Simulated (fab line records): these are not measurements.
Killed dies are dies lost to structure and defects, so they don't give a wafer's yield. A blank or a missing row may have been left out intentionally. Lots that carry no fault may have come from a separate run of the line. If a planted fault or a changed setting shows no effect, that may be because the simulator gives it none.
Which tool was responsible?    flow sky130    39 wafers from 13 lots sampled at 5 of the route's 708 steps

WHAT THE GAUGES READ, wafer by wafer
SKY_LI_CONTACT_RS_MEAS_22: the measuring method here is four-point-probe. Usual: for LI_CONTACT_W_RS the level is 0.283 ohm/sq and the standard deviation is 0.0035.
lot   measured      on            LI_CONTACT_W_RS (ohm/sq)  flag
L482  day 30 11:14  filmMetro-01  0.282 0.284 0.283         
L483  day 30 11:44  filmMetro-02  0.283 0.282 0.276         
L485  day 31 13:08  filmMetro-01  0.280 0.286 0.280         
L484  day 31 13:17  filmMetro-01  0.284 0.288 0.285         
L487  day 31 15:44  filmMetro-02  0.283 0.282 0.283         
L489  day 32 19:35  filmMetro-02  0.286 0.281 0.282         
L491  day 33 03:29  filmMetro-02  0.283 0.285 0.284         
L492  day 34 11:02  filmMetro-01  0.279 0.279 0.286         
L493  day 34 12:09  filmMetro-03  0.284 0.279 0.281         
L497  day 34 12:13  filmMetro-01  0.278 0.274 0.278         
L499  day 35 07:00  filmMetro-02  0.284 0.279 0.285         
L502  day 35 18:55  filmMetro-02  0.284 0.282 0.283         
L503  day 36 06:58  filmMetro-02  0.285 0.289 0.286         

SKY_METAL1_THK_MEAS_06: measures by xrf. Usual: for METAL1_ALCU_THK the level is 251.1 nm and the standard deviation is 2.2.
lot   measured      on            METAL1_ALCU_THK (nm)  flag
L482  day 32 21:38  filmMetro-04  250.9 249.9 249.6     
L483  day 32 22:17  filmMetro-02  254.7 252.9 254.6     
L485  day 33 21:08  filmMetro-04  248.5 250.0 250.4     
L484  day 33 22:50  filmMetro-02  252.2 249.0 248.2     
L487  day 34 01:41  filmMetro-04  250.5 251.6 251.2     
L489  day 35 03:44  filmMetro-03  250.2 250.8 252.6     
L491  day 35 11:07  filmMetro-03  251.6 252.3 250.7     
L492  day 36 18:58  filmMetro-03  253.6 253.0 251.6     
L493  day 36 19:12  filmMetro-02  251.4 249.8 254.0     
L497  day 36 19:30  filmMetro-02  250.9 253.7 252.9     
L499  day 37 14:19  filmMetro-02  256.2 253.9 255.3     
L502  day 38 01:41  filmMetro-03  245.2 245.8 248.0     
L503  day 38 13:47  filmMetro-02  249.6 248.9 248.6     

SKY_VIA1_BOW_MEAS_03. Usual: for VIA1_BOW the level is 80 um and the standard deviation is 7.5.
lot   measured      on            VIA1_BOW (um)  flag
L482  day 34 00:47  filmMetro-01  66 55 64       
L483  day 34 01:21  filmMetro-01  88 77 71       
L485  day 35 01:27  filmMetro-03  78 83 81       
L484  day 35 03:05  filmMetro-02  79 70 75       
L487  day 35 06:50  filmMetro-03  77 83 84       
L489  day 36 07:52  filmMetro-03  88 78 73       
L491  day 36 14:50  filmMetro-01  82 80 74       
L492  day 37 21:38  filmMetro-01  74 92 89       
L493  day 37 21:59  filmMetro-02  79 74 83       
L497  day 37 22:47  filmMetro-01  76 77 83       
L499  day 38 17:56  filmMetro-02  84 95 86       
L502  day 39 03:53  filmMetro-01  78 79 80       
L503  day 39 15:16  filmMetro-02  76 76 74       

SKY_VIA4_THK_MEAS_01. Usual: for VIA4_HDPCVD_THK the level is 1745 nm and the standard deviation is 18.
lot   measured      on            VIA4_HDPCVD_THK (nm)  flag
L482  day 42 18:15  filmMetro-03  1760 1761 1739        
L483  day 42 20:03  filmMetro-04  1761 1771 1760        
L485  day 43 14:43  filmMetro-03  1750 1725 1777        
L484  day 43 16:39  filmMetro-04  1770 1741 1757        
L487  day 43 20:24  filmMetro-01  1753 1753 1758        
L489  day 44 19:19  filmMetro-04  1745 1758 1744        
L491  day 45 00:57  filmMetro-04  1783 1771 1757        
L492  day 46 01:55  filmMetro-01  1761 1773 1758        
L493  day 46 02:41  filmMetro-04  1710 1713 1723        
L497  day 46 04:32  filmMetro-03  815 847 815           OFF
L499  day 46 18:08  filmMetro-04  830 832 835           OFF
L502  day 47 02:49  filmMetro-01  1759 1764 1749        
L503  day 47 13:40  filmMetro-03  1757 1765 1772        

WHICH TOOL RAN EACH LOT (tool, then ch and the chambers of the sampled wafers, then the start)
lot   SKY_VIA4_HDPCVD_00
L482  hdpcvd-02 ch 0,1, day 42 18:04
L483  hdpcvd-02 ch 0,1,2, day 42 19:52
L485  hdpcvd-01 ch 0,1, day 43 14:32
L484  hdpcvd-01 ch 0,2, day 43 16:29
L487  hdpcvd-01 ch 0,2, day 43 20:13
L489  hdpcvd-02 ch 0,1,2, day 44 19:08
L491  hdpcvd-02 ch 0,1,2, day 45 00:45
L492  hdpcvd-01 ch 0,1,2, day 46 01:44
L493  hdpcvd-01 ch 0,1,2, day 46 02:29
L497  hdpcvd-01 ch 0,1,2, day 46 04:20
L499  hdpcvd-01 ch 0,1,2, day 46 17:56
L502  hdpcvd-02 ch 0,2, day 47 02:38
L503  hdpcvd-02 ch 0,1, day 47 13:29
- SKY_VIA4_HDPCVD_00: deposits SiO2, target thk 1750 nm, time 291.7 s.

WHAT THE TOOLS THEMSELVES READ (means of the sampled wafers that have a number; where no wafer has one, the mark that the record gives instead)
The record holds no such reading with a usual standard deviation.

THE ANSWER, worked out from the rows above alone
Rule: take the mean of a lot's wafers that have a number; if it is more than 3 standard deviations from the usual mean, the lot is off. A lot without any number at a reading at which 4 lots or more have one is off too. Any other lot the step has rows for is counted as sound. The gauges are gone through in route order, then the tools' own readings, and for those a lot's mean is taken as printed above. At the first step where some lot is off, the reading lying furthest off is the one used; lots without a number count as furthest.
Off: L497, L499, at SKY_VIA4_THK_MEAS_01 (VIA4_HDPCVD_THK).
A tool fits if, at a process step before that reading, it ran every lot that is off, and no sound lot after the first of them. The gauges at SKY_VIA4_THK_MEAS_01 are tried like those tools. One fits: SKY_VIA4_HDPCVD_00 on hdpcvd-01. A fault onset in the window from L493 (day 46 02:29, its last sound lot) to L497 (day 46 04:20, its first lot off) fits.

WHAT HAD BEEN PUT IN BY THE SIMULATOR
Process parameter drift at SKY_VIA4_HDPCVD_00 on hdpcvd-01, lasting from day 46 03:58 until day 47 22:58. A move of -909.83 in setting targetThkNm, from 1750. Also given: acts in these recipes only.
Shown lots that were struck: L497, L499. The rule given above showed the same thing.
